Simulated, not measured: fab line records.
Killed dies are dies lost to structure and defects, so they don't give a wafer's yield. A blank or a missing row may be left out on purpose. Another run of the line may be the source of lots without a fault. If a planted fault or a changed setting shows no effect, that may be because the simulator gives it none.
What tool caused it? | flow gf180mcu | Sampling: 14 lots, 42 wafers, 4 of 602 route steps

== WHAT THE GAUGES SHOWED, per wafer ==
GF_V5_THK_MEAS_03.
lot  | measured     | on            | V5_CVD_02_THK (nm)
L423 | day 26 13:58 | film_metro-01 | 1438 1470 1458
L424 | day 26 15:58 | film_metro-02 | 1449 1439 1459
L425 | day 27 00:07 | film_metro-03 | 1430 1444 1449
L426 | day 27 05:41 | film_metro-03 | 1436 1464 1470
L428 | day 27 23:42 | film_metro-03 | 1463 1456 1465
L429 | day 28 07:32 | film_metro-01 | 1449 1433 1454
L430 | day 28 17:07 | film_metro-02 | 1418 1435 1440
L433 | day 29 15:17 | film_metro-03 | 1428 1418 1451
L434 | day 29 18:10 | film_metro-03 | 1430 1445 1467
L436 | day 30 08:46 | film_metro-01 | 1451 1466 1481
L439 | day 31 11:26 | film_metro-01 | 1437 1473 1461
L442 | day 31 20:50 | film_metro-02 | 1445 1472 1467
L443 | day 32 12:08 | film_metro-02 | 1455 1459 1470
L445 | day 32 23:19 | film_metro-02 | 1433 1421 1468

GF_V5_OVL_MEAS_15.
lot  | measured     | on         | V5_OVL (nm)
L423 | day 27 10:11 | overlay-01 | 8 -6 -4
L424 | day 27 12:55 | overlay-01 | 20 6 9
L425 | day 27 20:46 | overlay-02 | 8 12 7
L426 | day 28 02:02 | overlay-02 | 4 4 8
L428 | day 28 19:07 | overlay-01 | -2 10 13
L429 | day 29 03:19 | overlay-02 | 6 4 2
L430 | day 29 13:19 | overlay-01 | 3 5 8
L433 | day 30 10:37 | overlay-01 | -3 -5 -7
L434 | day 30 12:59 | overlay-01 | 2 0 -2
L436 | day 31 03:35 | overlay-01 | -13 -5 -2
L439 | day 32 04:59 | overlay-02 | -3 -11 -5
L442 | day 32 14:16 | overlay-01 | 2 -3 4
L443 | day 33 04:49 | overlay-02 | 0 9 -2
L445 | day 33 16:16 | overlay-01 | 5 2 6

GF_TOP_METAL_RS_MEAS_05: the measuring method here is four-point-probe.
lot  | measured     | on            | TOP_METAL_ALCU_RS (ohm/sq)
L423 | day 27 12:11 | film_metro-02 | 0.0324 0.0326 0.0326
L424 | day 27 15:04 | film_metro-02 | 0.0328 0.0325 0.0327
L425 | day 27 22:24 | film_metro-04 | 0.0326 0.0330 0.0327
L426 | day 28 03:41 | film_metro-03 | 0.0332 0.0330 0.0329
L428 | day 28 20:47 | film_metro-03 | 0.0331 0.0327 0.0329
L429 | day 29 05:00 | film_metro-03 | 0.0326 0.0329 0.0323
L430 | day 29 14:58 | film_metro-03 | 0.0328 0.0326 0.0326
L433 | day 30 12:16 | film_metro-03 | 0.0330 0.0327 0.0328
L434 | day 30 14:47 | film_metro-02 | 0.0324 0.0325 0.0328
L436 | day 31 05:16 | film_metro-03 | 0.0330 0.0331 0.0332
L439 | day 32 06:43 | film_metro-03 | 0.0327 0.0326 0.0326
L442 | day 32 15:55 | film_metro-02 | 0.0325 0.0325 0.0324
L443 | day 33 06:28 | film_metro-04 | 0.0326 0.0328 0.0328
L445 | day 33 17:55 | film_metro-03 | 0.0322 0.0321 0.0323

== WHAT TOOL EACH LOT RAN ON (gives the tool, then ch and the chambers of the sampled wafers, and finally the start) ==
lot  | GF_V2_CLEAN_20
L423 | wet_bench-04 ch 2, day 20 12:56
L424 | wet_bench-04 ch 0, day 20 15:35
L425 | wet_bench-03 ch 2, day 21 01:41
L426 | wet_bench-03 ch 1, day 21 09:35
L428 | wet_bench-04 ch 2, day 22 03:52
L429 | wet_bench-03 ch 1, day 22 13:50
L430 | wet_bench-02 ch 0, day 23 02:14
L433 | wet_bench-04 ch 3, day 24 03:56
L434 | wet_bench-04 ch 2, day 24 07:37
L436 | wet_bench-04 ch 0, day 24 22:41
L439 | wet_bench-03 ch 0, day 26 08:35
L442 | wet_bench-03 ch 2, day 26 20:37
L443 | wet_bench-02 ch 3, day 27 13:10
L445 | wet_bench-03 ch 3, day 28 02:59
- GF_V2_CLEAN_20: cleans in DIW.

== AS READ BY THE TOOLS THEMSELVES (means over the sampled wafers that have a number; for cases with no such wafer, the mark the record gives instead) ==
The record holds no such reading with a usual standard deviation.

== THE ANSWER, worked out from the rows above alone ==
Rule: the lots themselves supply what counts as usual. Put in order of their means at a reading, lots are off if they are a third of the lots or fewer, leave a main group of 4 or more, and stand apart from it by a gap of 3 or more times the standard deviation of the main group's means; of several such gaps the widest counts. Not used: any main group whose means are identical at the precision the tables above print for the reading. Also off: a lot with no number at a reading for which 4 or more lots have one. Any other lot the step has rows for is counted as sound. First the gauges in route order, then the tools' own readings, where a lot's mean is used as printed above. The first step at which some lot is off is used, and at that step the reading that is off furthest; a lot without a number counts as furthest.
Nothing can be told from this: no lot is off at any reading shown.

== WHAT THE SIMULATOR PUT IN ==
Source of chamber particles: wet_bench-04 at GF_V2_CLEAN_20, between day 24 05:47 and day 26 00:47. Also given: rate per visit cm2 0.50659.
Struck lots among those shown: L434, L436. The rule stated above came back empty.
